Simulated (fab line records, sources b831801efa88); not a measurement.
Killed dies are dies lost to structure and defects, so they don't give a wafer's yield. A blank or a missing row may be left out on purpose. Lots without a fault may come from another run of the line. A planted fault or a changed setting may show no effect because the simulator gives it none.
Which tool did it? | flow gf180mcu | 13 lots, 39 wafers sampled, at 2 steps of a route of 602

WHAT THE GAUGES READ, wafer by wafer
GF_V3_CD_MEAS_14: target cd 260 nm. Usual: cd_nm 260.6 nm, standard deviation 1.4.
lot  | measured     | on        | cd_nm (nm)        | flag
L309 | day 22 17:10 | cd_sem-02 | 260.3 260.1 259.7 |
L312 | day 24 00:18 | cd_sem-02 | 261.8 261.6 261.6 |
L313 | day 24 06:25 | cd_sem-02 | 260.6 260.4 260.1 |
L314 | day 24 15:20 | cd_sem-01 | 260.4 261.5 260.6 |
L315 | day 24 19:23 | cd_sem-02 | 260.4 259.9 259.0 |
L317 | day 25 15:01 | cd_sem-02 | 260.0 259.6 260.3 |
L323 | day 27 14:02 | cd_sem-02 | 258.1 257.2 259.7 |
L324 | day 27 19:58 | cd_sem-02 | 261.6 260.5 260.4 |
L325 | day 27 23:47 | cd_sem-02 | 258.3 259.2 258.8 |
L326 | day 28 05:57 | cd_sem-02 | 259.3 259.6 260.3 |
L329 | day 29 01:37 | cd_sem-02 | 260.9 260.0 259.7 |
L330 | day 29 10:14 | cd_sem-02 | 263.6 263.5 263.8 |
L331 | day 29 13:29 | cd_sem-01 | 261.7 260.1 260.0 |

GF_V3_OVL_MEAS_15. Usual: V3_OVL -1 nm, standard deviation 4.8.
lot  | measured     | on         | V3_OVL (nm) | flag
L309 | day 22 17:17 | overlay-01 | 2 -2 -7     |
L312 | day 24 00:25 | overlay-02 | 10 -2 0     |
L313 | day 24 06:31 | overlay-01 | -6 -2 -2    |
L314 | day 24 15:26 | overlay-02 | 5 2 -5      |
L315 | day 24 19:30 | overlay-02 | -9 -5 -7    |
L317 | day 25 15:07 | overlay-01 | 4 5 4       |
L323 | day 27 14:09 | overlay-02 | 0 12 -1     |
L324 | day 27 20:04 | overlay-02 | -3 -8 -4    |
L325 | day 27 23:53 | overlay-02 | 1 3 -3      |
L326 | day 28 06:04 | overlay-01 | -10 -2 -5   |
L329 | day 29 01:44 | overlay-02 | 0 -8 -2     |
L330 | day 29 10:20 | overlay-01 | -1 -1 5     |
L331 | day 29 13:34 | overlay-02 | 6 1 3       |

WHICH TOOL RAN EACH LOT (tool, then ch and the chambers of the sampled wafers, then the start)
The record holds no process step before these readings.

WHAT THE TOOLS THEMSELVES READ (means of the sampled wafers that have a number; where no wafer has one, the mark that the record gives instead)
The record holds no such reading with a usual standard deviation.

THE ANSWER, worked out from the rows above alone
Rule: a lot is off if the mean of its wafers that have a number lies more than 3 standard deviations from the usual mean. A lot without any number at a reading at which 4 lots or more have one is off too. The other lots that the step has rows for count as sound. The gauges are gone through in route order, then the tools' own readings, and for those a lot's mean is taken as printed above. The first step at which some lot is off is used, and at that step the reading that is off furthest; a lot without a number counts as furthest.
No lot is off at any reading shown: from this, nothing can be told.

WHAT THE SIMULATOR HAD PUT IN
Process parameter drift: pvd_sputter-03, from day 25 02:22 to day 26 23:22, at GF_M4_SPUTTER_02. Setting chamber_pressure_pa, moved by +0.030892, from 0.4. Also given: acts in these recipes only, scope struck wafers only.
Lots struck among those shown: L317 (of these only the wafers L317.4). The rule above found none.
